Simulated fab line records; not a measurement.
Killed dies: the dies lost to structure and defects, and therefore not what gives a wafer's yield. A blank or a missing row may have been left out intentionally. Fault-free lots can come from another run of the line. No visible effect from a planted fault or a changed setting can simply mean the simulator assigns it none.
The tool behind it: which one?	flow sky130	7 lots, 21 wafers sampled, at 1 step of a route of 708

## WHAT THE GAUGES SHOWED, per wafer
SKY_VIA3_THK_MEAS_01.
lot	measured	on	VIA3_HDPCVD_THK (nm)
L688	day 41 06:37	film-metro-04	1723 1712 1727
L692	day 42 08:16	film-metro-04	1687 1670 1702
L695	day 43 06:53	film-metro-01	1693 1707 1697
L699	day 44 06:49	film-metro-04	1713 1700 1732
L702	day 44 17:24	film-metro-04	1711 1733 1702
L704	day 45 07:24	film-metro-02	1707 1695 1713
L706	day 46 01:27	film-metro-01	1750 1703 1699

## WHICH TOOL RAN EACH LOT (tool, then ch and the chambers of the sampled wafers, then the start)
Record: no process step prior to these readings.

## THE ANSWER, worked out from the rows above alone
Rule: the lots themselves supply what counts as usual. Put in order of their means at a reading, lots are off if they are a third of the lots or fewer, leave a main group of 4 or more, and stand apart from it by a gap of 3 or more times the standard deviation of the main group's means; of several such gaps the widest counts. A main group is skipped when, at the precision printed for the reading in the tables above, its means are all equal. A lot without any number at a reading at which 4 lots or more have one is off too. Any other lot the step has rows for is counted as sound.
Across all readings shown, no lot is off: no conclusion can be drawn from this.

## WHAT HAD BEEN PUT IN BY THE SIMULATOR
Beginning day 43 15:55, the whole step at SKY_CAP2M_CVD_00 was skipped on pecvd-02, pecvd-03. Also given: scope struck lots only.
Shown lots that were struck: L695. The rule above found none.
